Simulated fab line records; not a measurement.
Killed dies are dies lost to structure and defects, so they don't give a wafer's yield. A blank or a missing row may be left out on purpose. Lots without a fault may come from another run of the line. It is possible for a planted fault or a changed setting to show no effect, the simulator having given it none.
Tool commonality check || flow sky130 || Sample size 12 lots and 36 wafers

== REASON IT WAS OPENED ==
Of 12 lots, 2 have the reading LDD_HVP_TW flagged at SKY_LDD_HVP_TW_MEAS_10. Wafers without a fault read 458, standard deviation 3.4.
Rule: a lot gets a flag if all its wafers with a number sit over 4 standard deviations from that mean, or if no wafer of it has a number. As for the other lots, they are considered sound.

{"lot": "L125", "measured": "day 22 15:06", "on": "film_metro-02", "LDD_HVP_TW, wafer by wafer": "457 457 455", "flag": ""}
{"lot": "L126", "measured": "day 22 15:14", "on": "film_metro-04", "LDD_HVP_TW, wafer by wafer": "458 458 459", "flag": ""}
{"lot": "L127", "measured": "day 22 16:09", "on": "film_metro-01", "LDD_HVP_TW, wafer by wafer": "459 460 462", "flag": ""}
{"lot": "L130", "measured": "day 24 07:12", "on": "film_metro-01", "LDD_HVP_TW, wafer by wafer": "434 435 437", "flag": "FLAGGED"}
{"lot": "L131", "measured": "day 24 18:01", "on": "film_metro-04", "LDD_HVP_TW, wafer by wafer": "435 437 434", "flag": "FLAGGED"}
{"lot": "L137", "measured": "day 26 12:31", "on": "film_metro-01", "LDD_HVP_TW, wafer by wafer": "460 459 457", "flag": ""}
{"lot": "L138", "measured": "day 27 01:16", "on": "film_metro-02", "LDD_HVP_TW, wafer by wafer": "452 454 453", "flag": ""}
{"lot": "L140", "measured": "day 27 10:05", "on": "film_metro-01", "LDD_HVP_TW, wafer by wafer": "463 464 464", "flag": ""}
{"lot": "L141", "measured": "day 27 18:23", "on": "film_metro-01", "LDD_HVP_TW, wafer by wafer": "463 464 464", "flag": ""}
{"lot": "L142", "measured": "day 27 21:53", "on": "film_metro-01", "LDD_HVP_TW, wafer by wafer": "463 463 462", "flag": ""}
{"lot": "L144", "measured": "day 28 17:58", "on": "film_metro-01", "LDD_HVP_TW, wafer by wafer": "457 457 459", "flag": ""}
{"lot": "L147", "measured": "day 29 16:01", "on": "film_metro-04", "LDD_HVP_TW, wafer by wafer": "454 455 455", "flag": ""}
The numbers of the flagged lots are 435 on average: -23 against the usual, or -7 standard deviations.

== LOT BY LOT: THE TOOL USED ==
Before the reading, the record contains 2 process steps out of a 708-step route. Each cell gives the tool, then ch followed by the chambers the sampled wafers passed through, then the start.
{"lot": "L125", "flag": "", "SKY_POLY_GATE_ETCH_17": "rie_si-01 ch 2,3, day 17 08:37", "SKY_LDD_HVP_IMPLANT_08": "implanter-04 ch 0, day 22 14:53"}
{"lot": "L126", "flag": "", "SKY_POLY_GATE_ETCH_17": "rie_si-02 ch 0,1,3, day 17 08:49", "SKY_LDD_HVP_IMPLANT_08": "implanter-03 ch 0, day 22 15:01"}
{"lot": "L127", "flag": "", "SKY_POLY_GATE_ETCH_17": "rie_si-02 ch 0,2,3, day 17 11:58", "SKY_LDD_HVP_IMPLANT_08": "implanter-04 ch 0, day 22 15:56"}
{"lot": "L130", "flag": "FLAGGED", "SKY_POLY_GATE_ETCH_17": "rie_si-02 ch 1,2,3, day 19 01:43", "SKY_LDD_HVP_IMPLANT_08": "implanter-03 ch 0, day 24 06:59"}
{"lot": "L131", "flag": "FLAGGED", "SKY_POLY_GATE_ETCH_17": "rie_si-01 ch 0,2,3, day 19 12:19", "SKY_LDD_HVP_IMPLANT_08": "implanter-03 ch 0, day 24 17:46"}
{"lot": "L137", "flag": "", "SKY_POLY_GATE_ETCH_17": "rie_si-02 ch 0,2,3, day 21 10:10", "SKY_LDD_HVP_IMPLANT_08": "implanter-01 ch 0, day 26 12:16"}
{"lot": "L138", "flag": "", "SKY_POLY_GATE_ETCH_17": "rie_si-01 ch 0,1,3, day 21 23:41", "SKY_LDD_HVP_IMPLANT_08": "implanter-01 ch 0, day 27 01:01"}
{"lot": "L140", "flag": "", "SKY_POLY_GATE_ETCH_17": "rie_si-01 ch 0,3, day 22 08:13", "SKY_LDD_HVP_IMPLANT_08": "implanter-03 ch 0, day 27 09:52"}
{"lot": "L141", "flag": "", "SKY_POLY_GATE_ETCH_17": "rie_si-02 ch 0,2, day 22 17:55", "SKY_LDD_HVP_IMPLANT_08": "implanter-04 ch 0, day 27 18:10"}
{"lot": "L142", "flag": "", "SKY_POLY_GATE_ETCH_17": "rie_si-01 ch 2,3, day 22 19:37", "SKY_LDD_HVP_IMPLANT_08": "implanter-03 ch 0, day 27 21:38"}
{"lot": "L144", "flag": "", "SKY_POLY_GATE_ETCH_17": "rie_si-01 ch 0,1,3, day 23 18:08", "SKY_LDD_HVP_IMPLANT_08": "implanter-03 ch 0, day 28 17:43"}
{"lot": "L147", "flag": "", "SKY_POLY_GATE_ETCH_17": "rie_si-02 ch 1,2,3, day 24 18:01", "SKY_LDD_HVP_IMPLANT_08": "implanter-04 ch 0, day 29 15:47"}
What the steps here do:
- SKY_POLY_GATE_ETCH_17: etches poly-Si in HBr/Cl2, stops on SiO2, target depth 180 nm, time 70.5 s.
- SKY_LDD_HVP_IMPLANT_08
- SKY_LDD_HVP_TW_MEAS_10

== FLAGGED OVER TOTAL, TOOL BY TOOL (the gauges that took the reading come last) ==
{"step": "SKY_POLY_GATE_ETCH_17", "tool": "rie_si-01", "lots run": 6, "flagged": 1, "share of the flagged lots": "some", "sound lots run after its first flagged lot": "4 (L138,L140,L142,L144)"}
{"step": "SKY_POLY_GATE_ETCH_17", "tool": "rie_si-02", "lots run": 6, "flagged": 1, "share of the flagged lots": "some", "sound lots run after its first flagged lot": "3 (L137,L141,L147)"}
{"step": "SKY_LDD_HVP_IMPLANT_08", "tool": "implanter-01", "lots run": 2, "flagged": 0, "share of the flagged lots": "none", "sound lots run after its first flagged lot": "-"}
{"step": "SKY_LDD_HVP_IMPLANT_08", "tool": "implanter-03", "lots run": 6, "flagged": 2, "share of the flagged lots": "all", "sound lots run after its first flagged lot": "3 (L140,L142,L144)"}
{"step": "SKY_LDD_HVP_IMPLANT_08", "tool": "implanter-04", "lots run": 4, "flagged": 0, "share of the flagged lots": "none", "sound lots run after its first flagged lot": "-"}
{"step": "SKY_LDD_HVP_TW_MEAS_10", "tool": "film_metro-01", "lots run": 7, "flagged": 1, "share of the flagged lots": "some", "sound lots run after its first flagged lot": "5 (L137,L140,L141,L142,L144)"}
{"step": "SKY_LDD_HVP_TW_MEAS_10", "tool": "film_metro-02", "lots run": 2, "flagged": 0, "share of the flagged lots": "none", "sound lots run after its first flagged lot": "-"}
{"step": "SKY_LDD_HVP_TW_MEAS_10", "tool": "film_metro-04", "lots run": 3, "flagged": 1, "share of the flagged lots": "some", "sound lots run after its first flagged lot": "1 (L147)"}

== THE TABLE: WHAT IT ALLOWS ==
Rows of the table that ran each flagged lot: 1, that is implanter-03 at SKY_LDD_HVP_IMPLANT_08.
- implanter-03 at SKY_LDD_HVP_IMPLANT_08: 2 of its 6 lots flagged. After the first flagged lot (L140, L142, L144), sound lots still ran on it; a lasting fault on the whole tool would not permit that. Its own readings lie more than 4 standard deviations out on every wafer of the flagged lots: dose_ions_cm2, faraday_current_uA.
None of the table's rows ran every flagged lot and, after the first, no sound lot.

== WHAT THE SIMULATOR PUT IN ==
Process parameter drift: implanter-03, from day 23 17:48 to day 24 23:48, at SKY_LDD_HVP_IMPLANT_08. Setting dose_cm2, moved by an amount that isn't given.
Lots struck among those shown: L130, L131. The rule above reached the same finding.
